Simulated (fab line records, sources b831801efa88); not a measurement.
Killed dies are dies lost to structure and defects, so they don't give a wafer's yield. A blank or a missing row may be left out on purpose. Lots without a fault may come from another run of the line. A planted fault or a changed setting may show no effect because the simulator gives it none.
A struck lot beside a sound one | flow gf180mcu | 16 steps out of a route of 602
Sound: wafers L184.1, L184.2, L184.4. Struck: wafer L182.6. (L182.2, L182.4 of the same lot were not struck and are left out.) The cause comes at the end.
At each step with rows: each side's tool, then ch and its chambers, then its first start. Under that, the readings that differ: sound wafers | struck wafers | difference of the means | sigmas: that difference in standard deviations of wafers without a fault.
alike: readings whose means differ by less than 2 such deviations, and words and numbers that are the same on both sides. not compared: withheld readings, readings that some wafer has no value for, bounds like >300 that may hide the same value, and numbers for which the record gives no deviation and whose values overlap.
The two part at a step that has a row with sigmas, a row that says differs or no value, or rows on one side only. Numbers that don't overlap but have no deviation are shown without sigmas and don't part them. A reading that every wafer of one side lacks parts them only if that side has two wafers or more.

first, 3 steps without rows for these wafers: GF_V2_EXPOSE_11 (exposes mask Via2, target cd 260 nm); GF_V2_PEB_12 (peb time 90 s); GF_V2_DEVELOP_13 (develop time 60 s).
GF_V2_CD_MEAS_14: target cd 260 nm.
  sound on cd_sem-01, day 25 17:25; struck on cd_sem-02, day 24 20:35
  alike: cd_nm
GF_V2_OVL_MEAS_15:
  sound on overlay-02, day 25 17:32; struck on overlay-01, day 24 20:41
  reading     | sound  | struck | difference | sigmas
  V2_OVL (nm) | 10 5 5 | -5     | -12        | -2
GF_V2_ETCH_16: etches BARC in N2/H2.
  sound on rie_diel-02 ch 0,3, day 25 17:34; struck on rie_diel-01 ch 0, day 24 20:43
  alike: drypump_motor_current_A, oes_product_au, throttle_valve_pct
GF_V2_ETCH_17: etches SiO2 in C4F8/O2/Ar, stops on TiN, target depth 630 nm.
  sound on rie_diel-02 ch 0,3; struck on rie_diel-01 ch 0
  alike: oes_product_au
GF_V2_STRIP_18: strips in O2/N2.
  sound on plasma_asher-01 ch 0,1, day 25 17:42; struck on plasma_asher-04 ch 1, day 24 20:51
  alike: drypump_motor_current_A, heater_power_w, oes_product_au
  not compared: rf_hours_counter_h
then, 2 steps without rows for these wafers: GF_V2_STRIP_19 (strips in post etch residue remover, time 1200 s); GF_V2_CLEAN_20 (cleans in DIW).
GF_V2_SPUTTER_21: material Ti, target thk 15 nm, time 80.02 s.
  sound on pvd_sputter-02, day 25 18:16; struck on pvd_sputter-03, day 24 21:23
  alike: throttle_valve_pct
then, 1 step without rows for these wafers: GF_V2_SPUTTER_22 (material TiN, target thk 10 nm, time 40 s).
GF_V2_CVD_23: deposits W, target thk 350 nm, time 104.94 s.
  sound on cvd_w-02 ch 0,1, day 25 18:22; struck on cvd_w-01 ch 0, day 24 21:29
  reading                          | sound             | struck | difference | sigmas
  model.W_of_V2_CVD_23.thk_nm (nm) | 352.9 354.5 351.5 | 332.2  | -20.8      |
  alike: heater_power_w
GF_V2_RS_MEAS_24: measures by four-point-probe.
  sound on film_metro-01, day 25 18:28; struck on film_metro-01, day 24 21:55
  reading          | sound             | struck | difference | sigmas
  V2_W_RS (ohm/sq) | 0.324 0.323 0.326 | 0.345  | +0.021     | +4
  not compared: hold
GF_V2_THK_MEAS_25: measures by xrf.
  sound on film_metro-01, day 25 18:35; struck on film_metro-01, day 25 01:52
  reading       | sound       | struck                   | difference                   | sigmas
  hold          | - - -       | await_dispo/3.8h/release | no value on the sound wafers |
  V2_W_THK (nm) | 352 357 351 | 334                      | -19                          | -3
GF_V2_CMP_26: polishes, stops on SiO2, t overpolish 15 s, target thk 0 nm.
  sound on cmp-01 ch 0,2,3, day 25 18:39; struck on cmp-02 ch 3, day 25 03:38
  alike: motor_current_A
  not compared: hold

WHERE THEY PART
First at GF_V2_OVL_MEAS_15; last, within this record, at GF_V2_THK_MEAS_25. Later steps at which nothing parts them and some readings are alike: GF_V2_CMP_26.

WHY: what the simulator had put in
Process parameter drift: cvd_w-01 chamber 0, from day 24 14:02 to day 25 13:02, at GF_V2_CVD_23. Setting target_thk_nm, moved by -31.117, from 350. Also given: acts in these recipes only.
